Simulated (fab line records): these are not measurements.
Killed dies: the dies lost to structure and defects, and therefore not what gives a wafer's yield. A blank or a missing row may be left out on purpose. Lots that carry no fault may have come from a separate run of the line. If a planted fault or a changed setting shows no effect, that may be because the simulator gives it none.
Which tool was responsible? | flow gf180mcu | Sampling: 11 lots, 33 wafers, 5 of 602 route steps

== WHAT THE GAUGES SHOWED, per wafer ==
GF_VT_IMPLANT_TW_MEAS_32.
lot  | measured     | on           | VT_IMPLANT_3_TW
L918 | day 6 20:50  | filmMetro-03 | 264.1 264.3 263.8
L919 | day 7 06:14  | filmMetro-01 | 271.8 271.0 270.3
L920 | day 7 11:41  | filmMetro-04 | 263.9 264.1 264.9
L921 | day 7 16:56  | filmMetro-04 | 262.2 262.6 263.3
L923 | day 8 09:12  | filmMetro-03 | 265.2 264.4 263.8
L927 | day 9 09:55  | filmMetro-04 | 267.1 266.9 268.6
L930 | day 10 02:23 | filmMetro-04 | 265.7 264.4 264.6
L931 | day 10 10:01 | filmMetro-04 | 29.8 29.6 29.5
L936 | day 11 18:55 | filmMetro-01 | 272.0 270.6 271.8
L939 | day 12 15:55 | filmMetro-01 | 270.0 269.2 270.0
L941 | day 13 07:52 | filmMetro-04 | 263.7 265.6 265.7

== WHICH TOOL RAN EACH LOT (tool, then ch and the chambers of the sampled wafers, then the start) ==
lot  | GF_LVPWELL_STRIP_10                | GF_MVSD_STRIP_10                    | GF_VT_IMPLANT_STRIP_20              | GF_VT_IMPLANT_STRIP_31
L918 | plasmaAsher-02 ch 0,1, day 3 19:46 | plasmaAsher-04 ch 0,1, day 4 10:13  | plasmaAsher-04 ch 0,1, day 6 05:38  | plasmaAsher-03 ch 0,1, day 6 20:44
L919 | plasmaAsher-04 ch 0,1, day 4 04:23 | plasmaAsher-03 ch 0,1, day 4 17:41  | plasmaAsher-02 ch 0,1, day 6 14:14  | plasmaAsher-04 ch 0,1, day 7 06:08
L920 | plasmaAsher-04 ch 0,1, day 4 09:29 | plasmaAsher-04 ch 0,1, day 4 23:35  | plasmaAsher-04 ch 0,1, day 6 20:43  | plasmaAsher-03 ch 0,1, day 7 11:35
L921 | plasmaAsher-01 ch 0,1, day 4 12:29 | plasmaAsher-04 ch 0,1, day 5 03:13  | plasmaAsher-04 ch 0,1, day 7 00:50  | plasmaAsher-03 ch 0,1, day 7 16:49
L923 | plasmaAsher-02 ch 0,1, day 5 03:34 | plasmaAsher-03 ch 0,1, day 5 18:22  | plasmaAsher-02 ch 0,1, day 7 16:58  | plasmaAsher-03 ch 0,1, day 8 09:07
L927 | plasmaAsher-02 ch 0,1, day 6 00:43 | plasmaAsher-03 ch 0,1, day 6 15:46  | plasmaAsher-02 ch 0,1, day 8 16:43  | plasmaAsher-03 ch 0,1, day 9 09:49
L930 | plasmaAsher-01 ch 0,1, day 6 16:07 | plasmaAsher-04 ch 0,1, day 7 07:35  | plasmaAsher-04 ch 0,1, day 9 08:38  | plasmaAsher-04 ch 0, day 10 02:16
L931 | plasmaAsher-01 ch 1, day 6 22:47   | plasmaAsher-03 ch 0, day 7 14:38    | plasmaAsher-02 ch 0,1, day 9 15:55  | plasmaAsher-02 ch 0,1, day 10 09:55
L936 | plasmaAsher-04 ch 0,1, day 8 01:56 | plasmaAsher-04 ch 0,1, day 8 18:38  | plasmaAsher-04 ch 0,1, day 11 00:13 | plasmaAsher-03 ch 0,1, day 11 18:49
L939 | plasmaAsher-02 ch 0,1, day 8 19:22 | plasmaAsher-03 ch 0,1, day 9 13:01  | plasmaAsher-03 ch 0,1, day 11 20:11 | plasmaAsher-03 ch 0,1, day 12 15:49
L941 | plasmaAsher-02 ch 0,1, day 9 09:40 | plasmaAsher-03 ch 0,1, day 10 03:46 | plasmaAsher-03 ch 0,1, day 12 12:20 | plasmaAsher-04 ch 0,1, day 13 07:46
- GF_LVPWELL_STRIP_10: strips in O2/N2.
- GF_MVSD_STRIP_10: strips in O2/N2.
- GF_VT_IMPLANT_STRIP_20: strips in O2/N2.
- GF_VT_IMPLANT_STRIP_31: strips in O2/N2.

== THE ANSWER, worked out from the rows above alone ==
Rule: usual is defined by the lots themselves. Put in order of their means at a reading, lots are off if they are a third of the lots or fewer, leave a main group of 4 or more, and stand apart from it by a gap of 3 or more times the standard deviation of the main group's means; of several such gaps the widest counts. If all means in a main group match to the digits the tables above print for the reading, that group is not used. Also off: a lot with no number at a reading for which 4 or more lots have one. Where the step has rows for the other lots, those lots are counted as sound.
Off: at GF_VT_IMPLANT_TW_MEAS_32 (VT_IMPLANT_3_TW), L931. Main group: mean 266.5, sd 3.
If a tool, at a process step before that reading, ran all the lots that are off and no sound lot after the first of them, it fits. Those tools and the gauges at GF_VT_IMPLANT_TW_MEAS_32 are tried in the same way. This does not decide it: 2 tools fit, namely plasmaAsher-01 at GF_LVPWELL_STRIP_10 and plasmaAsher-02 at GF_VT_IMPLANT_STRIP_20 and GF_VT_IMPLANT_STRIP_31.

== WHAT THE SIMULATOR PUT IN ==
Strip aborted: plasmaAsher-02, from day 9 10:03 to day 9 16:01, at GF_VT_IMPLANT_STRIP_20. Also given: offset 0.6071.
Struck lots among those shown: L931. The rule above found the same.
